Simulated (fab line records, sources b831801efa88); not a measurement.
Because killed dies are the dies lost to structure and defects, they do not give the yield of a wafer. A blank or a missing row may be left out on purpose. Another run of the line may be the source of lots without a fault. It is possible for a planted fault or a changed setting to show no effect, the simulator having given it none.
Matching of chambers -- flow gf180mcu -- GF_SAB_ETCH_11 on rie diel-04 has 4 sister chambers
The step etches SiO2 in C4F8/O2/Ar, target depth 55 nm, time 8.5 s. 4 wafers are shown with their chamber, then 9 later ones without.

== WAFERS PAIRED WITH THEIR CHAMBERS ==
wafer,chamber,oes product au (a.u.)
L906.4,0,1.000
L915.1,2,0.980
L915.4,1,0.992
L915.6,3,1.009

== WAFERS WHOSE CHAMBER IS MISSING ==
wafer,oes product au (a.u.)
L922.1,0.978
L922.5,0.977
L922.6,1.001
L925.3,0.996
L925.4,1.007
L925.6,1.000
L926.1,0.998
L926.4,0.988
L926.5,1.005

== WHICH CHAMBER EACH ONE RAN IN ==
wafer,from the rows above,in truth
L922.1,2,2
L922.5,2,2
L922.6,0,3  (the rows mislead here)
L925.3,can't be placed: 0 or 1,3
L925.4,can't be placed: 3 or 0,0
L925.6,0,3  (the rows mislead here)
L926.1,can't be placed: 0 or 1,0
L926.4,can't be placed: 1 or 2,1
L926.5,can't be placed: 3 or 0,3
Correctly placed: 2 of 9. From these rows, 5 cannot be placed; in 4 the true chamber is one of the candidates. Number placed wrongly: 2.
How it was worked out, from the rows above alone: a wafer's distance from a chamber is the root of the sum, over the readings, of the square of ((its reading less the chamber's mean) divided by the reading's scatter). If the next closest chamber is less than 2 further off than the closest, the wafer can't be placed; otherwise it belongs to the closest. The mean given for a chamber averages the wafers shown for that chamber. The scatter: root of mean squared gap, hidden wafer to nearest shown wafer, with one shown wafer a chamber.
